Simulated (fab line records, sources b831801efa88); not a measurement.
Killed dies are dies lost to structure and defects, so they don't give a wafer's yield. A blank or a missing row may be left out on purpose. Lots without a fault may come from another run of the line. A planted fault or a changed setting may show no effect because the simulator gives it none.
One fault seen from 2 desks | flow sky130 | each desk has only its own numbers; what lay behind them comes last

THE TOOL OWNER'S DESK: pvd_sputter-01
The tool's own readings at SKY_LI_CONTACT_SPUTTER_19 (material Ti, target thk 20 nm, time 106.37 s): means of the sampled wafers that have a number, for each lot that ran on this tool. A lot is out of limits, marked OUT, if its mean lies more than 4 standard deviations from the usual mean; the brackets give that distance.
Columns: A = chamber_pressure_pa at SKY_LI_CONTACT_SPUTTER_19, usual 4.999 Pa; B = throttle_valve_pct at SKY_LI_CONTACT_SPUTTER_19, usual 30.0 %
lot  | first seen here | A     | B
L904 | day 29 06:13    | 5.004 | 30.8
L905 | day 29 09:49    | 4.990 | 30.0
L906 | day 29 19:34    | 4.991 | 30.6
L907 | day 30 06:10    | 5.005 | 30.1
L908 | day 30 10:52    | 4.995 | 30.4
L910 | day 32 06:04    | 5.017 | 30.4
L913 | day 32 08:22    | 4.987 | 29.9
L920 | day 34 07:45    | 4.999 | 30.5
L923 | day 35 02:04    | 5.006 | 29.8
This desk's finding: nothing out of limits on any of the 9 lots.

THE METROLOGY DESK
What the gauges read, lot by lot, whatever tool the lot ran on: means of the sampled wafers that have a number. A lot is out of limits, marked OUT, if its mean lies more than 4 standard deviations from the usual mean; the brackets give that distance.
Columns: A = VIA4_BOW at SKY_VIA4_BOW_MEAS_03, usual 82 um; B = PAD_OPEN_BOW at SKY_PAD_OPEN_BOW_MEAS_13, usual 47 um
lot  | first seen here | A  | B
L904 | day 41 22:40    | 86 | 56
L905 | day 42 01:14    | 83 | 46
L906 | day 42 12:37    | 85 | 48
L907 | day 42 20:46    | 72 | 34
L908 | day 43 01:23    | 85 | 49
L909 | day 43 04:38    | 71 | 34
L910 | day 44 13:48    | 76 | 49
L911 | day 44 16:51    | 79 | 47
L913 | day 44 17:25    | 76 | 45
L920 | day 46 05:40    | 84 | 49
L921 | day 46 10:22    | 81 | 49
L923 | day 46 20:01    | 82 | 43
L925 | day 47 10:54    | 82 | 42
This desk's finding: nothing out of limits on any of the 13 lots.

PUT TOGETHER
The tool owner's desk saw nothing out of limits.
The metrology desk saw nothing out of limits.

WHAT THE SIMULATOR HAD PUT IN
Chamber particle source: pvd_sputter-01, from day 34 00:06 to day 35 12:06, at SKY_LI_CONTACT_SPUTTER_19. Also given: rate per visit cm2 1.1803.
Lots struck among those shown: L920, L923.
